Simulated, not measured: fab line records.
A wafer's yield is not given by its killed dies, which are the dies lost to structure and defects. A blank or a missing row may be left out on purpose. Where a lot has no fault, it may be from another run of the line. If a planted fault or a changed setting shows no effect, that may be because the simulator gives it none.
fab line records | flow sky130
[record] lots = 6 | wafers = 18 | lastDay = 50
route steps=708 shown CONTACT@412
lots that met no fault: taken from a fault-free run of the same line
startH: hours from the record's opening day to when the first of the lot's shown wafers began | waitH: how many hours have passed since the lot's step before this one | " unchanged from the row above | L1.1+2: a row that stands for several wafers | - either no value or no given start | * or withheld: withheld | < > ~ a bound
route shown NAME@n: names a module that has steps shown in the file, with the first one's number in the route | usual: the fault-free wafers' mean and standard deviation | same: alike in all rows | chamber/n: place in a boat | sites: the reading at each site | _std_site: the standard deviation of these | _edge_site: mean of outer sites minus mean of inner sites | radiusMm: how far each site lies from the wafer's centre | mask NAME#n: copy n | behind: tool/chamber where the wafer was last shaped | hold: what put the lot on hold/how long, in hours/how the hold closed | device: transistor that didn't switch, given as n, p or np | end of line: tests run on the same wafers once the route is complete | where a step has no rows: the recipe by itself | killed: not the wafer's yield, but the dies lost to structure and defects at the first sort | map: shows each die of a wafer: x if killed, . if not, _ if none is there
set.NAME: the setting the step ran with; set.NAME@STEP: the setting that earlier step ran with | model.NAME: the simulator's own value behind a step, which no gauge read
lots at selected steps of the route; one table per step, one row per wafer
services: the hour from which a tool's chamber was out of use, counted from the record's first day as startH (under 0 if before that day), plus the number of hours and why
[[steps]]
[step SKY_CONTACT_DEHYDRATE_06]
[recipe] tempC = 200 | timeS = 60
[step SKY_CONTACT_HMDS_07]
[recipe] primeTimeS = 60 | primeTempC = 120
[step SKY_CONTACT_COAT_08]
[recipe] resist = BARC | tempC = withheld | timeS = withheld | spinRpm = 3000 | resistThkNm = 60
[step SKY_CONTACT_COAT_09]
[recipe] resist = KrF-thick | spinRpm = 3000 | resistThkNm = 450
[step SKY_CONTACT_SOFTBAKE_10]
[recipe] tempC = 100 | timeS = 90 | resist = KrF-thick
[step SKY_CONTACT_EXPOSE_11]
[recipe] maskId = CTM1 | na = 0.8 | sourceShape = annular | sigmaInner = 0.55 | sigmaOuter = 0.85 | targetCdNm = 170 | doseMj = 38
[step SKY_CONTACT_PEB_12]
[recipe] pebTempC = withheld | pebTimeS = withheld | resist = KrF-thick
[step SKY_CONTACT_DEVELOP_13]
[recipe] developTimeS = 60 | resist = KrF-thick | devTempC = 21
[step SKY_CONTACT_CD_MEAS_14]
[recipe] targetCdNm = 170
[usual] cdNm = 170.3/1.4
lot.wafer | tool     | chamber | startH | waitH | cdNm
L738.2    | cdSem-01 | -       | 730.37 | -     | 170.9
L738.3    | "        | -       | "      | "     | 170.8
L738.5    | "        | -       | "      | "     | 170.3
L741.3    | cdSem-02 | -       | 744.35 | -     | 169.1
L741.5    | "        | -       | "      | "     | 168.2
L741.6    | "        | -       | "      | "     | 170.7
L754.2    | cdSem-02 | -       | 868.67 | -     | 169.5
L754.3    | "        | -       | "      | "     | 170.7
L754.6    | "        | -       | "      | "     | 170.3
L753.1    | cdSem-01 | -       | 879.10 | -     | 170.7
L753.4    | "        | -       | "      | "     | 169.0
L753.5    | "        | -       | "      | "     | 168.4
L756.4    | cdSem-01 | -       | 885.87 | -     | 170.8
L756.5    | "        | -       | "      | "     | 170.1
L756.6    | "        | -       | "      | "     | 171.7
L758.1    | cdSem-01 | -       | 893.08 | -     | 169.6
L758.3    | "        | -       | "      | "     | 170.6
L758.5    | "        | -       | "      | "     | 170.2
[step SKY_CONTACT_OVL_MEAS_15]
[usual] CONTACT_OVL = -5/4.7
lot.wafer | tool       | chamber | startH | waitH | CONTACT_OVL[nm]
L738.2    | overlay-02 | -       | 730.48 | 0.1   | -2
L738.3    | "          | -       | "      | "     | 0
L738.5    | "          | -       | "      | "     | -10
L741.3    | overlay-02 | -       | 744.44 | 0.1   | -7
L741.5    | "          | -       | "      | "     | -10
L741.6    | "          | -       | "      | "     | -6
L754.2    | overlay-02 | -       | 868.78 | 0.1   | -10
L754.3    | "          | -       | "      | "     | -6
L754.6    | "          | -       | "      | "     | -8
L753.1    | overlay-01 | -       | 879.22 | 0.1   | -1
L753.4    | "          | -       | "      | "     | -2
L753.5    | "          | -       | "      | "     | -6
L756.4    | overlay-01 | -       | 885.95 | 0.1   | -5
L756.5    | "          | -       | "      | "     | -4
L756.6    | "          | -       | "      | "     | -1
L758.1    | overlay-01 | -       | 893.20 | 0.1   | -10
L758.3    | "          | -       | "      | "     | -5
L758.5    | "          | -       | "      | "     | -9
[step SKY_CONTACT_ETCH_16]
[recipe] chemistry = N2/H2 | target = BARC | ionEnergyEv = 200 | sourceW = 500 | biasW = 100 | pressureMtorr = 30 | n2FlowSccm = 100 | h2FlowSccm = 200 | stopOn = SiO2 | timeS = 45.9 | targetDepthA = 600
[usual] biasW = 99.97/0.28 | drypumpMotorCurrentA = 5.6/0.52 | oesProductAu = 0.856/0.0047 | rfFwdPowerW = 494.7/1.9 | throttleValvePct = 13.225/0.0093
lot.wafer | tool       | chamber | startH | waitH | biasW  | drypumpMotorCurrentA | oesProductAu | rfFwdPowerW | rfHoursCounterH | throttleValvePct
L738.2    | rieDiel-01 | 0       | 730.51 | 0.0   | 100.27 | 6.6                  | 0.853        | 495.4       | 15              | 13.233
L738.3    | "          | 1       | "      | "     | 100.26 | 6.4                  | 0.858        | 494.6       | 15              | 13.239
L738.5    | "          | 3       | "      | "     | 99.69  | 5.8                  | 0.848        | 495.9       | -               | 13.217
L741.3    | rieDiel-04 | 1       | 744.46 | 0.0   | 99.98  | 5.6                  | 0.851        | 494.2       | 18              | 13.224
L741.5    | "          | 2       | "      | "     | 99.68  | 5.6                  | 0.851        | 497.0       | -               | 13.209
L741.6    | "          | 1       | "      | "     | 100.33 | 5.7                  | 0.853        | 495.7       | -               | 13.227
L754.2    | rieDiel-04 | 0       | 868.81 | 0.0   | 100.08 | 6.0                  | 0.861        | 495.8       | 21              | 13.224
L754.3    | "          | 1       | "      | "     | 100.21 | 5.6                  | 0.857        | 493.6       | 22              | 13.206
L754.6    | "          | 3       | "      | "     | 99.68  | 4.9                  | 0.861        | 493.9       | -               | 13.224
L753.1    | rieDiel-04 | 2       | 879.26 | 0.0   | 99.76  | 5.6                  | 0.866        | 495.0       | 11              | 13.220
L753.4    | "          | 1       | "      | "     | 99.51  | 5.6                  | 0.853        | 493.3       | 23              | 13.233
L753.5    | "          | 1       | "      | "     | 99.63  | 5.6                  | 0.854        | 492.0       | -               | 13.229
L756.4    | rieDiel-03 | 3       | 885.99 | 0.0   | 100.41 | 5.2                  | 0.860        | 496.9       | -               | 13.238
L756.5    | "          | 2       | "      | "     | 100.10 | 4.8                  | 0.861        | 495.6       | -               | 13.231
L756.6    | "          | 0       | "      | "     | 100.77 | 6.1                  | 0.852        | 496.8       | -               | 13.221
L758.1    | rieDiel-01 | 2       | 893.24 | 0.0   | 99.54  | 5.7                  | 0.862        | 493.5       | 11              | 13.217
L758.3    | "          | 1       | "      | "     | 99.83  | 6.3                  | 0.854        | 496.9       | 21              | 13.217
L758.5    | "          | 0       | "      | "     | 100.37 | 6.6                  | 0.857        | 494.5       | -               | 13.222
[step SKY_CONTACT_ETCH_17]
[recipe] target = SiO2 | chemistry = C4F8/O2/Ar | stopOn = Si3N4 | maskMaterial = KrF-thick | sourceW = 1500 | biasW = 1200 | pressureMtorr = 40 | c4f8FlowSccm = withheld | O2_flow_sccm = 6 | Ar_flow_sccm = 300 | timeS = withheld | targetDepthA = 3400
[usual] biasW = 1200/3.6 | oesProductAu = 0.891/0.0047 | rfFwdPowerW = 1487/5.3
lot.wafer | tool       | chamber | startH | waitH | biasW | oesProductAu | rfFwdPowerW
L738.2    | rieDiel-01 | 0       | 730.55 | 0.0   | 1198  | 0.890        | 1497
L738.3    | "          | 1       | "      | "     | 1203  | 0.893        | 1481
L738.5    | "          | 3       | "      | "     | 1197  | 0.898        | 1489
L741.3    | rieDiel-04 | 1       | 744.51 | 0.0   | 1197  | 0.897        | 1482
L741.5    | "          | 2       | "      | "     | 1201  | 0.903        | 1485
L741.6    | "          | 1       | "      | "     | 1193  | 0.899        | 1483
L754.2    | rieDiel-04 | 0       | 868.85 | 0.0   | 1198  | 0.890        | 1492
L754.3    | "          | 1       | "      | "     | 1201  | 0.884        | 1489
L754.6    | "          | 3       | "      | "     | 1202  | 0.891        | 1489
L753.1    | rieDiel-04 | 2       | 879.30 | 0.0   | 1199  | 0.888        | 1485
L753.4    | "          | 1       | "      | "     | 1204  | 0.894        | 1482
L753.5    | "          | 1       | "      | "     | 1204  | 0.890        | 1486
L756.4    | rieDiel-03 | 3       | 886.03 | 0.0   | 1199  | 0.890        | 1491
L756.5    | "          | 2       | "      | "     | 1200  | 0.881        | 1494
L756.6    | "          | 0       | "      | "     | 1207  | 0.895        | 1497
L758.1    | rieDiel-01 | 2       | 893.28 | 0.0   | 1203  | 0.892        | 1484
L758.3    | "          | 1       | "      | "     | 1195  | 0.889        | 1483
L758.5    | "          | 0       | "      | "     | 1203  | 0.888        | 1486
[step SKY_CONTACT_ETCH_18]
[recipe] target = Si3N4 | chemistry = CHF3/O2 | stopOn = TiN | sourceW = 600 | biasW = 200 | pressureMtorr = 40 | chf3FlowSccm = 50 | O2_flow_sccm = 5 | timeS = 39 | targetDepthA = 750
[usual] biasW = 200.0/0.62 | drypumpMotorCurrentA = 5.6/0.52 | oesProductAu = 0.856/0.0087 | rfFwdPowerW = 593.0/2.5 | throttleValvePct = 8.794/0.0094
lot.wafer | tool       | chamber | startH | waitH | biasW | drypumpMotorCurrentA | oesProductAu | rfFwdPowerW | rfHoursCounterH | throttleValvePct | model.KrF-thick_of_CONTACT_COAT_09.thkNm
L738.2    | rieDiel-01 | 0       | 730    | -     | 199.6 | 6.6                  | 0.849        | 594.9       | 15              | 8.804            | 246
L738.3    | "          | 1       | "      | "     | 199.9 | 6.3                  | 0.844        | 592.2       | 15              | 8.801            | 243.9
L738.5    | "          | 3       | "      | "     | 200.0 | 5.8                  | 0.855        | 592.7       | -               | 8.809            | 240
L741.3    | rieDiel-04 | 1       | 744    | -     | 199.8 | 5.6                  | 0.842        | 594.9       | 18              | 8.797            | 239.3
L741.5    | "          | 2       | "      | "     | 199.6 | 5.6                  | 0.855        | 592.2       | -               | 8.787            | 244.6
L741.6    | "          | 1       | "      | "     | 199.9 | 5.6                  | 0.844        | 596.1       | -               | 8.786            | 241.7
L754.2    | rieDiel-04 | 0       | 868    | -     | 200.6 | 6.0                  | 0.851        | 592.4       | 21              | 8.796            | 259.1
L754.3    | "          | 1       | "      | "     | 201.1 | 5.6                  | 0.849        | 593.5       | 22              | 8.785            | 258
L754.6    | "          | 3       | "      | "     | 200.5 | 4.9                  | 0.847        | 593.6       | -               | 8.787            | 259.3
L753.1    | rieDiel-04 | 2       | 879    | -     | 199.5 | 5.6                  | 0.838        | 592.9       | 11              | 8.785            | 259.5
L753.4    | "          | 1       | "      | "     | 199.8 | 5.6                  | 0.866        | 593.6       | 23              | 8.790            | 255.5
L753.5    | "          | 1       | "      | "     | 199.9 | 5.6                  | 0.854        | 594.5       | -               | 8.797            | 255.9
L756.4    | rieDiel-03 | 3       | 886    | -     | 200.4 | 5.3                  | 0.872        | 592.3       | -               | 8.789            | 240.8
L756.5    | "          | 2       | "      | "     | 199.8 | 4.8                  | 0.854        | 592.3       | -               | 8.813            | 242.6
L756.6    | "          | 0       | "      | "     | 199.1 | 6.1                  | 0.852        | 596.3       | -               | 8.791            | 241.2
L758.1    | rieDiel-01 | 2       | 893    | -     | 199.5 | 5.7                  | 0.852        | 595.0       | 12              | 8.793            | 243.1
L758.3    | "          | 1       | "      | "     | 200.4 | 6.3                  | 0.848        | 589.9       | 21              | 8.783            | 246
L758.5    | "          | 0       | "      | "     | 199.8 | 6.6                  | 0.852        | 594.3       | -               | 8.782            | 243.9
[step SKY_CONTACT_STRIP_19]
[recipe] chemistry = O2/N2 | powerW = 1400 | pressureMtorr = 1500 | platenTempC = withheld | o2FlowSccm = 3000 | n2FlowSccm = 300 | overashFraction = 0.5
[usual] drypumpMotorCurrentA = 6.10/0.29 | o2FlowSccm = 2997/9.1 | oesProductAu = 0.380/0.0043 | stripTimeToEndpointS = 3.614/0.025
lot.wafer | tool           | chamber | startH | waitH | drypumpMotorCurrentA | o2FlowSccm | oesProductAu | rfHoursCounterH | stripTimeToEndpointS
L738.2    | plasmaAsher-03 | 0       | 730.64 | -     | 5.65                 | 2993       | 0.374        | 31              | 3.639
L738.3    | "              | 0       | "      | "     | 5.63                 | 3003       | 0.384        | -               | 3.629
L738.5    | "              | 0       | "      | "     | 5.66                 | 3009       | 0.384        | -               | 3.596
L741.3    | plasmaAsher-03 | 0       | 744.63 | -     | 5.68                 | 3003       | 0.377        | -               | 3.583
L741.5    | "              | 1       | "      | "     | 6.32                 | 2983       | 0.380        | -               | 3.630
L741.6    | "              | 0       | "      | "     | 5.66                 | 3016       | 0.378        | -               | 3.622
L754.2    | plasmaAsher-03 | 0       | 868.94 | -     | 5.66                 | 2999       | 0.377        | 45              | 3.803
L754.3    | "              | 0       | "      | "     | 5.65                 | 2981       | 0.375        | -               | 3.791
L754.6    | "              | 1       | "      | "     | 6.34                 | 2998       | 0.383        | -               | 3.793
L753.1    | plasmaAsher-01 | 1       | 879.39 | -     | 6.39                 | 3013       | 0.385        | 76              | 3.786
L753.4    | "              | 0       | "      | "     | 6.28                 | 3002       | 0.383        | -               | 3.731
L753.5    | "              | 1       | "      | "     | 6.40                 | 3001       | 0.389        | -               | 3.758
L756.4    | plasmaAsher-01 | 0       | 886.13 | -     | 6.26                 | 3001       | 0.372        | -               | 3.600
L756.5    | "              | 1       | "      | "     | 6.40                 | 2985       | 0.393        | -               | 3.631
L756.6    | "              | 0       | "      | "     | 6.25                 | 2989       | 0.379        | -               | 3.605
L758.1    | plasmaAsher-03 | 1       | 893.37 | -     | 6.35                 | 2991       | 0.378        | 48              | 3.609
L758.3    | "              | 0       | "      | "     | 5.65                 | 3005       | 0.375        | -               | 3.640
L758.5    | "              | 1       | "      | "     | 6.35                 | 2981       | 0.378        | -               | 3.623
[step SKY_CONTACT_STRIP_20]
[recipe] chemistry = postEtchResidueRemover | timeS = 1200 | tempC = 72.5
[[services]]
tool           | chamber | startH | hours | kind
rieDiel-03     | -       | 712.03 | 15.6  | pm
rieDiel-01     | -       | 745.65 | 2.8   | pm
plasmaAsher-01 | -       | 750.55 | 6.6   | repair
rieDiel-03     | 0       | 753.09 | 7.5   | repair
rieDiel-04     | 3       | 757.67 | 8.2   | repair
plasmaAsher-03 | -       | 772.82 | 2.4   | repair
plasmaAsher-01 | -       | 774.90 | 15.6  | pm
rieDiel-03     | 1       | 790.67 | 6.4   | repair
plasmaAsher-03 | -       | 840.66 | 1.6   | repair
plasmaAsher-01 | -       | 861.32 | 14.2  | pm
rieDiel-04     | 0       | 870.81 | 1.3   | repair
rieDiel-03     | 1       | 882.30 | 14.7  | repair
[[key]]
[firstSign] step = SKY_CONTACT_STRIP_19 | reading = stripTimeToEndpointS | direction = up | sigmas = 6.6 | usual = * | struck = *
effect none on later readings
[modelEffect] step = SKY_CONTACT_ETCH_18 | value = KrF-thick_of_CONTACT_COAT_09.thkNm | without = 243.4 | struck = 257.9
metAt SKY_CONTACT_ETCH_18
struckWafers L753.1,L753.4,L753.5,L754.2,L754.3,L754.6
sortLeftOut L754.2,L754.3,L754.6
testerLeftOut L753,L754
onsetBetween 744 868
alsoFits SKY_CONTACT_ETCH_16:rieDiel-04,SKY_CONTACT_ETCH_17:rieDiel-04
[fault] kind = processParameterDrift | tool = rieDiel-04 | chamber = - | onsetH = 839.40 | steps = SKY_CONTACT_ETCH_18 | channel = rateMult | offset = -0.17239 | shape = step | endH = 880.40
// testerLeftOut: of these lots the tester's yield and bins aren't shown, on N5 and GAA mostly nor the transistor test; their killed dies are dies lost to structure and defects alone, not to doping, threshold or leakage, so they don't give the yield
// sortLeftOut: the simulated sort isn't trusted on such a fault, so these wafers' sort isn't shown, and their yield isn't known
